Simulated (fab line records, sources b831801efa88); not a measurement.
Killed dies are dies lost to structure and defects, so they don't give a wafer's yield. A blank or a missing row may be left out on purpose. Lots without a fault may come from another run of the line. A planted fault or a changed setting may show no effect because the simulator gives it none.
One fault seen from 2 desks | flow sfq_line | each desk has only its own numbers; what lay behind them comes last

THE TOOL OWNER'S DESK: rie_diel-03
The tool's own readings at SFQ_TRILAYER_I3_VIA_BARC_OPEN_VIA_ETCH_121 (etches BARC in O2, target depth 125 nm, time 41.7 s): means of the sampled wafers that have a number, for each lot that ran on this tool. A lot is out of limits, marked OUT, if its mean lies more than 4 standard deviations from the usual mean; the brackets give that distance.
Columns: A = drypump_motor_current_A at SFQ_TRILAYER_I3_VIA_BARC_OPEN_VIA_ETCH_121, usual 5.84 A; B = oes_product_au at SFQ_TRILAYER_I3_VIA_BARC_OPEN_VIA_ETCH_121, usual 0.685 a.u.; C = rf_fwd_power_W at SFQ_TRILAYER_I3_VIA_BARC_OPEN_VIA_ETCH_121, usual 494.2 W
lot  | first seen here | A    | B     | C
L322 | day 33 10:08    | 5.78 | 0.683 | 495.1
L336 | day 37 16:39    | 5.49 | 0.679 | 493.6
This desk's finding: nothing out of limits on any of the 2 lots.

THE METROLOGY DESK
What the gauges read, lot by lot, whatever tool the lot ran on: means of the sampled wafers that have a number. A lot is out of limits, marked OUT, if its mean lies more than 4 standard deviations from the usual mean; the brackets give that distance.
Columns: A = I3_BOW at SFQ_I3_BOW_MEAS_922, usual 2 um; B = I3_OVL at SFQ_I3_OVL_MEAS_923, usual -4 nm
lot  | first seen here | A  | B
L317 | day 29 07:25    | -8 | -6
L322 | day 30 16:26    | -6 | -12
L334 | day 35 15:56    | 10 | -5
L336 | day 35 23:22    | 10 | -12
L337 | day 36 02:20    | 3  | 2
This desk's finding: nothing out of limits on any of the 5 lots.

PUT TOGETHER
The tool owner's desk saw nothing out of limits.
The metrology desk saw nothing out of limits.

WHAT THE SIMULATOR HAD PUT IN
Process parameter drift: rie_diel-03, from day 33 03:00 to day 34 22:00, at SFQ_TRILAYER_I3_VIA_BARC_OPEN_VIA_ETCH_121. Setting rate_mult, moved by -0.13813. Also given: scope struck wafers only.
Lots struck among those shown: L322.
